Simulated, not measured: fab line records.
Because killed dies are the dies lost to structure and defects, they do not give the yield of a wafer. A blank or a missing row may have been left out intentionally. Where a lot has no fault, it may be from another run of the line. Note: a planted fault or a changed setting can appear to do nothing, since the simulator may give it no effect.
What tool caused it? :: flow gf180mcu :: 10 lots with 30 wafers sampled at 6 steps, on a route of 602 steps

== WHAT THE GAUGES READ, wafer by wafer ==
GF_POLY_GATE_THK_MEAS_17. Usual: POLY_GATE_OXIDATION_THK gives 3.98 nm (standard deviation 0.081).
lot: L335
measured: day 9 12:11
on: filmMetro-03
POLY_GATE_OXIDATION_THK (nm): 4.15 4.16 4.01
flag: 

lot: L337
measured: day 10 12:49
on: filmMetro-01
POLY_GATE_OXIDATION_THK (nm): 3.95 4.06 3.93
flag: 

lot: L339
measured: day 10 19:16
on: filmMetro-03
POLY_GATE_OXIDATION_THK (nm): 3.93 3.77 3.87
flag: 

lot: L341
measured: day 11 11:24
on: filmMetro-01
POLY_GATE_OXIDATION_THK (nm): 4.12 4.02 4.06
flag: 

lot: L343
measured: day 11 20:11
on: filmMetro-01
POLY_GATE_OXIDATION_THK (nm): 4.08 4.04 3.97
flag: 

lot: L344
measured: day 12 05:10
on: filmMetro-03
POLY_GATE_OXIDATION_THK (nm): 3.95 3.86 3.98
flag: 

lot: L346
measured: day 12 20:02
on: filmMetro-01
POLY_GATE_OXIDATION_THK (nm): 3.94 3.88 3.93
flag: 

lot: L354
measured: day 15 07:57
on: filmMetro-03
POLY_GATE_OXIDATION_THK (nm): 4.07 4.00 3.99
flag: 

lot: L355
measured: day 15 09:11
on: filmMetro-03
POLY_GATE_OXIDATION_THK (nm): 4.04 4.05 4.06
flag: 

lot: L357
measured: day 15 23:17
on: filmMetro-01
POLY_GATE_OXIDATION_THK (nm): 4.08 3.96 4.03
flag: 

GF_PSD_TW_MEAS_11. Usual: PSD_TW gives 3215 (standard deviation 28).
lot: L335
measured: day 14 11:25
on: filmMetro-02
PSD_TW: 3164 3184 3170
flag: 

lot: L337
measured: day 15 16:53
on: filmMetro-01
PSD_TW: 3252 3248 3242
flag: 

lot: L339
measured: day 16 01:02
on: filmMetro-02
PSD_TW: 3190 3193 3204
flag: 

lot: L341
measured: day 16 19:05
on: filmMetro-02
PSD_TW: 3203 3214 3192
flag: 

lot: L343
measured: day 17 05:59
on: filmMetro-01
PSD_TW: 3231 3241 3241
flag: 

lot: L344
measured: day 17 19:49
on: filmMetro-02
PSD_TW: 3454 3459 3461
flag: OFF

lot: L346
measured: day 18 11:41
on: filmMetro-01
PSD_TW: 3500 3500 3505
flag: OFF

lot: L354
measured: day 21 10:38
on: filmMetro-02
PSD_TW: 3177 3180 3163
flag: 

lot: L355
measured: day 21 12:31
on: filmMetro-02
PSD_TW: 3185 3197 3197
flag: 

lot: L357
measured: day 22 02:07
on: filmMetro-01
PSD_TW: 3197 3230 3223
flag: 

GF_PSD_RS_MEAS_15: the measuring method here is four-point-probe. Usual: PSD_RS gives 108.48 ohm/sq (standard deviation 0.26).
lot: L335
measured: day 14 11:46
on: filmMetro-02
PSD_RS (ohm/sq): 108.62 108.80 108.21
flag: 

lot: L337
measured: day 15 17:13
on: filmMetro-02
PSD_RS (ohm/sq): 108.43 108.66 108.75
flag: 

lot: L339
measured: day 16 01:23
on: filmMetro-01
PSD_RS (ohm/sq): 108.62 108.35 108.22
flag: 

lot: L341
measured: day 16 19:25
on: filmMetro-01
PSD_RS (ohm/sq): 108.48 108.58 108.53
flag: 

lot: L343
measured: day 17 06:24
on: filmMetro-01
PSD_RS (ohm/sq): 108.50 108.19 108.35
flag: 

lot: L344
measured: day 17 20:08
on: filmMetro-01
PSD_RS (ohm/sq): 101.51 100.94 101.61
flag: OFF

lot: L346
measured: day 18 12:01
on: filmMetro-01
PSD_RS (ohm/sq): 101.38 101.53 101.63
flag: OFF

lot: L354
measured: day 21 10:58
on: filmMetro-01
PSD_RS (ohm/sq): 108.20 108.30 108.29
flag: 

lot: L355
measured: day 21 12:50
on: filmMetro-04
PSD_RS (ohm/sq): 108.84 108.60 108.64
flag: 

lot: L357
measured: day 22 02:26
on: filmMetro-01
PSD_RS (ohm/sq): 108.21 108.27 108.15
flag: 

== TOOL THAT RAN EACH LOT (tool first, then ch and the chambers of the sampled wafers, then the start) ==
lot: L335
GF_PSD_IMPLANT_09: implanter-04 ch 0, day 14 11:13
GF_PSD_STRIP_10: plasmaAsher-03 ch 0,1, day 14 11:19
GF_PSD_RTA_13: rtpAnneal-01 ch 0, day 14 11:32

lot: L337
GF_PSD_IMPLANT_09: implanter-04 ch 0, day 15 16:39
GF_PSD_STRIP_10: plasmaAsher-01 ch 0,1, day 15 16:47
GF_PSD_RTA_13: rtpAnneal-01 ch 0, day 15 17:00

lot: L339
GF_PSD_IMPLANT_09: implanter-01 ch 0, day 16 00:49
GF_PSD_STRIP_10: plasmaAsher-02 ch 0,1, day 16 00:57
GF_PSD_RTA_13: rtpAnneal-02 ch 0, day 16 01:10

lot: L341
GF_PSD_IMPLANT_09: implanter-01 ch 0, day 16 18:51
GF_PSD_STRIP_10: plasmaAsher-02 ch 0, day 16 18:59
GF_PSD_RTA_13: rtpAnneal-02 ch 0, day 16 19:12

lot: L343
GF_PSD_IMPLANT_09: implanter-01 ch 0, day 17 05:45
GF_PSD_STRIP_10: plasmaAsher-02 ch 0,1, day 17 05:52
GF_PSD_RTA_13: rtpAnneal-01 ch 0, day 17 06:05

lot: L344
GF_PSD_IMPLANT_09: implanter-01 ch 0, day 17 19:34
GF_PSD_STRIP_10: plasmaAsher-03 ch 0,1, day 17 19:43
GF_PSD_RTA_13: rtpAnneal-01 ch 0, day 17 19:56

lot: L346
GF_PSD_IMPLANT_09: implanter-01 ch 0, day 18 11:27
GF_PSD_STRIP_10: plasmaAsher-01 ch 0,1, day 18 11:35
GF_PSD_RTA_13: rtpAnneal-02 ch 0, day 18 11:48

lot: L354
GF_PSD_IMPLANT_09: implanter-03 ch 0, day 21 10:25
GF_PSD_STRIP_10: plasmaAsher-03 ch 0,1, day 21 10:32
GF_PSD_RTA_13: rtpAnneal-02 ch 0, day 21 10:46

lot: L355
GF_PSD_IMPLANT_09: implanter-03 ch 0, day 21 12:16
GF_PSD_STRIP_10: plasmaAsher-03 ch 0,1, day 21 12:25
GF_PSD_RTA_13: rtpAnneal-01 ch 0, day 21 12:38

lot: L357
GF_PSD_IMPLANT_09: implanter-01 ch 0, day 22 01:52
GF_PSD_STRIP_10: plasmaAsher-01 ch 0,1, day 22 02:01
GF_PSD_RTA_13: rtpAnneal-02 ch 0, day 22 02:14
- GF_PSD_IMPLANT_09
- GF_PSD_STRIP_10: strips in O2/N2.
- GF_PSD_RTA_13: time 20 s.

== AS READ BY THE TOOLS THEMSELVES (means over the sampled wafers that have a number; for cases with no such wafer, the mark the record gives instead) ==
GF_PSD_IMPLANT_09. Usual: beamOnS 10.00 s, standard deviation 0.22; doseIonsCm2 1.5002e+15, standard deviation 1.6e+12; endStationPressureTorr 1.18e-05 Torr, standard deviation 6e-07; faradayCurrentUA 8245, standard deviation 180.
lot: L335
tool: implanter-04
beamOnS (s): 9.63
doseIonsCm2: 1.4979e+15
endStationPressureTorr (Torr): 1.22e-05
faradayCurrentUA: 8559
flag: 

lot: L337
tool: implanter-04
beamOnS (s): 10.06
doseIonsCm2: 1.4997e+15
endStationPressureTorr (Torr): 1.24e-05
faradayCurrentUA: 8164
flag: 

lot: L339
tool: implanter-01
beamOnS (s): 9.93
doseIonsCm2: 1.4991e+15
endStationPressureTorr (Torr): 1.21e-05
faradayCurrentUA: 8302
flag: 

lot: L341
tool: implanter-01
beamOnS (s): 10.02
doseIonsCm2: 1.5001e+15
endStationPressureTorr (Torr): 1.15e-05
faradayCurrentUA: 8237
flag: 

lot: L343
tool: implanter-01
beamOnS (s): 9.96
doseIonsCm2: 1.4997e+15
endStationPressureTorr (Torr): 1.10e-05
faradayCurrentUA: 8271
flag: 

lot: L344
tool: implanter-01
beamOnS (s): 11.15
doseIonsCm2: 2.2941e+15
endStationPressureTorr (Torr): 1.44e-05
faradayCurrentUA: 11244
flag: OFF

lot: L346
tool: implanter-01
beamOnS (s): 11.41
doseIonsCm2: 2.2945e+15
endStationPressureTorr (Torr): 1.37e-05
faradayCurrentUA: 10959
flag: OFF

lot: L354
tool: implanter-03
beamOnS (s): 10.17
doseIonsCm2: 1.5011e+15
endStationPressureTorr (Torr): 1.19e-05
faradayCurrentUA: 8142
flag: 

lot: L355
tool: implanter-03
beamOnS (s): 9.96
doseIonsCm2: 1.4993e+15
endStationPressureTorr (Torr): 1.22e-05
faradayCurrentUA: 8260
flag: 

lot: L357
tool: implanter-01
beamOnS (s): 10.17
doseIonsCm2: 1.4996e+15
endStationPressureTorr (Torr): 1.21e-05
faradayCurrentUA: 8079
flag: 

GF_PSD_STRIP_10. Usual: drypumpMotorCurrentA 5.71 A, standard deviation 0.29; heaterPowerW 342 W, standard deviation 49; n2FlowSccm 299.8 sccm, standard deviation 0.9; oesProductAu 0.592 a.u., standard deviation 0.0048; stripTimeToEndpointS 16.54 s, standard deviation 0.037.
lot: L335
tool: plasmaAsher-03
drypumpMotorCurrentA (A): 5.59
heaterPowerW (W): 325
n2FlowSccm (sccm): 299.5
oesProductAu (a.u.): 0.591
stripTimeToEndpointS (s): 16.56
flag: 

lot: L337
tool: plasmaAsher-01
drypumpMotorCurrentA (A): 5.75
heaterPowerW (W): 421
n2FlowSccm (sccm): 300.5
oesProductAu (a.u.): 0.594
stripTimeToEndpointS (s): 16.53
flag: 

lot: L339
tool: plasmaAsher-02
drypumpMotorCurrentA (A): 5.78
heaterPowerW (W): 309
n2FlowSccm (sccm): 300.2
oesProductAu (a.u.): 0.593
stripTimeToEndpointS (s): 16.58
flag: 

lot: L341
tool: plasmaAsher-02
drypumpMotorCurrentA (A): 6.02
heaterPowerW (W): 303
n2FlowSccm (sccm): 299.4
oesProductAu (a.u.): 0.592
stripTimeToEndpointS (s): 16.55
flag: 

lot: L343
tool: plasmaAsher-02
drypumpMotorCurrentA (A): 5.77
heaterPowerW (W): 312
n2FlowSccm (sccm): 300.0
oesProductAu (a.u.): 0.590
stripTimeToEndpointS (s): 16.58
flag: 

lot: L344
tool: plasmaAsher-03
drypumpMotorCurrentA (A): 5.60
heaterPowerW (W): 329
n2FlowSccm (sccm): 299.2
oesProductAu (a.u.): 0.560
stripTimeToEndpointS (s): 17.96
flag: OFF

lot: L346
tool: plasmaAsher-01
drypumpMotorCurrentA (A): 5.99
heaterPowerW (W): 384
n2FlowSccm (sccm): 298.7
oesProductAu (a.u.): 0.562
stripTimeToEndpointS (s): 17.89
flag: OFF

lot: L354
tool: plasmaAsher-03
drypumpMotorCurrentA (A): 5.59
heaterPowerW (W): 322
n2FlowSccm (sccm): 299.5
oesProductAu (a.u.): 0.589
stripTimeToEndpointS (s): 16.49
flag: 

lot: L355
tool: plasmaAsher-03
drypumpMotorCurrentA (A): 5.60
heaterPowerW (W): 326
n2FlowSccm (sccm): 298.8
oesProductAu (a.u.): 0.593
stripTimeToEndpointS (s): 16.55
flag: 

lot: L357
tool: plasmaAsher-01
drypumpMotorCurrentA (A): 6.01
heaterPowerW (W): 377
n2FlowSccm (sccm): 301.3
oesProductAu (a.u.): 0.590
stripTimeToEndpointS (s): 16.57
flag: 

GF_PSD_RTA_13. Usual: lampPowerPct 36 %, standard deviation 4.5; wafer_temp_C_max 1029.7, standard deviation 1.1.
lot: L335
tool: rtpAnneal-01
lampPowerPct (%): 40
wafer_temp_C_max: 1029.1
flag: 

lot: L337
tool: rtpAnneal-01
lampPowerPct (%): 40
wafer_temp_C_max: 1030.6
flag: 

lot: L339
tool: rtpAnneal-02
lampPowerPct (%): 31
wafer_temp_C_max: 1029.2
flag: 

lot: L341
tool: rtpAnneal-02
lampPowerPct (%): 31
wafer_temp_C_max: 1029.7
flag: 

lot: L343
tool: rtpAnneal-01
lampPowerPct (%): 40
wafer_temp_C_max: 1029.8
flag: 

lot: L344
tool: rtpAnneal-01
lampPowerPct (%): 40
wafer_temp_C_max: 1031.0
flag: 

lot: L346
tool: rtpAnneal-02
lampPowerPct (%): 31
wafer_temp_C_max: 1029.0
flag: 

lot: L354
tool: rtpAnneal-02
lampPowerPct (%): 31
wafer_temp_C_max: 1029.4
flag: 

lot: L355
tool: rtpAnneal-01
lampPowerPct (%): 40
wafer_temp_C_max: 1030.1
flag: 

lot: L357
tool: rtpAnneal-02
lampPowerPct (%): 31
wafer_temp_C_max: 1029.9
flag: 

== THE ANSWER, worked out from the rows above alone ==
Rule: take the mean of a lot's wafers that have a number; if it is more than 3 standard deviations from the usual mean, the lot is off. Also off: a lot with no number at a reading for which 4 or more lots have one. All remaining lots with rows at the step are treated as sound. The gauges are gone through in route order, then the tools' own readings, and for those a lot's mean is taken as printed above. The first step at which some lot is off is used, and at that step the reading that is off furthest; a lot without a number counts as furthest.
Off: L344, L346, seen at GF_PSD_TW_MEAS_11 (PSD_TW).
If a tool, at a process step before that reading, ran all the lots that are off and no sound lot after the first of them, it fits. The gauges at GF_PSD_TW_MEAS_11 aren't tried: what is off there is off at GF_PSD_IMPLANT_09 too, on other tools, and a gauge's error can't cause that. Not one of the candidates tried fits.

== WHAT THE SIMULATOR HAD PUT IN ==
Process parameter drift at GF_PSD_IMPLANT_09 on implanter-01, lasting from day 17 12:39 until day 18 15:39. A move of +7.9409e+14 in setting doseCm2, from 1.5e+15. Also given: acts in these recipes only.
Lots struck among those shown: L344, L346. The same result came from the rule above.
